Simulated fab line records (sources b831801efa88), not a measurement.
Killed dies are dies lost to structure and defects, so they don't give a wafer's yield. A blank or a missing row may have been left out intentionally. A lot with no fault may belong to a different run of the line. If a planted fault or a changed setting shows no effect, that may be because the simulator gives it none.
A lot that was struck, set against a sound lot :: flow sky130 :: 15 out of 708 route steps
Sound: these wafers, L341.1, L341.2, L341.4. Struck: wafers L346.2, L346.4, L346.5. The cause is given at the end.
For every step that has rows: the tool of each side, followed by ch and its chambers, followed by its first start. Under that, the readings that differ: sound wafers :: struck wafers :: difference of the means :: sigmas: that difference in standard deviations of wafers without a fault.
alike: readings with means less than 2 such deviations apart, plus words and numbers identical on both sides. not compared: withheld readings, readings lacking a value on some wafer, bounds such as >300 that could conceal the same value, and numbers that have no deviation in the record and whose values overlap.
Wherever a step has rows on one side only, a row that says differs or no value, or a row with sigmas, the two part there. Non-overlapping numbers with no deviation appear without sigmas and do not part them. A reading that every wafer of one side lacks parts them only if that side has two wafers or more.

first, 7 steps without rows for these wafers: SKY_LDD_LDN_DEHYDRATE_00 (time 60 s); SKY_LDD_LDN_HMDS_01 (prime time 60 s); SKY_LDD_LDN_COAT_02 (resist thk 1140 nm); SKY_LDD_LDN_SOFTBAKE_03 (time 60 s); SKY_LDD_LDN_EXPOSE_04 (exposes mask LDNTM, target cd 700 nm); SKY_LDD_LDN_PEB_05; SKY_LDD_LDN_DEVELOP_06 (develop time 60 s).
SKY_LDD_LDN_OVL_MEAS_07:
  sound on overlay-01 at day 28 15:12; struck on overlay-01 at day 29 19:36
  alike: LDD_LDN_OVL
then, 4 steps without rows for these wafers: SKY_LDD_LDN_IMPLANT_08; SKY_LDD_LDN_IMPLANT_09; SKY_LDD_LDN_IMPLANT_10; SKY_LDD_LDN_IMPLANT_11.
SKY_LDD_LDN_STRIP_12: strips in O2/N2.
  sound on plasmaAsher-03 ch 0,1, day 28 15:50; struck on plasmaAsher-04 ch 0,1, day 29 20:14
  no value came back on the struck wafers for any of 6 readings (chamberPressureMTorr (mTorr), drypumpMotorCurrentA (A) and others); on the sound wafers chamberPressureMTorr (mTorr) reads 1503.0 1498.4 1500.5
reading: model.NOVOLAK_of_LDD_LDN_COAT_02.thkNm (nm)
sound: 0 0 0
struck: 1143 1146 1145
difference: +1145
sigmas: 
  not compared: rfHoursCounterH
SKY_LDD_LDN_TW_MEAS_13:
  sound on filmMetro-01 at day 28 15:56; struck on filmMetro-01 at day 29 20:20
  alike: LDD_LDN_TW
-- the record jumps here: 21 days lie between the struck wafers' starts before and after (it left off in module LDD_LDN and takes up again in module PAD_OPEN, whose first step shown is number 708 of the route) --
SKY_PAD_OPEN_PROBE_99:
  rows exist in the record for the struck wafers here (prober-02, day 50 13:31), but not for the sound ones

== WHERE THEY PART ==
First at SKY_LDD_LDN_STRIP_12; last, within this record, at SKY_PAD_OPEN_PROBE_99.

WHY: what the simulator had put in
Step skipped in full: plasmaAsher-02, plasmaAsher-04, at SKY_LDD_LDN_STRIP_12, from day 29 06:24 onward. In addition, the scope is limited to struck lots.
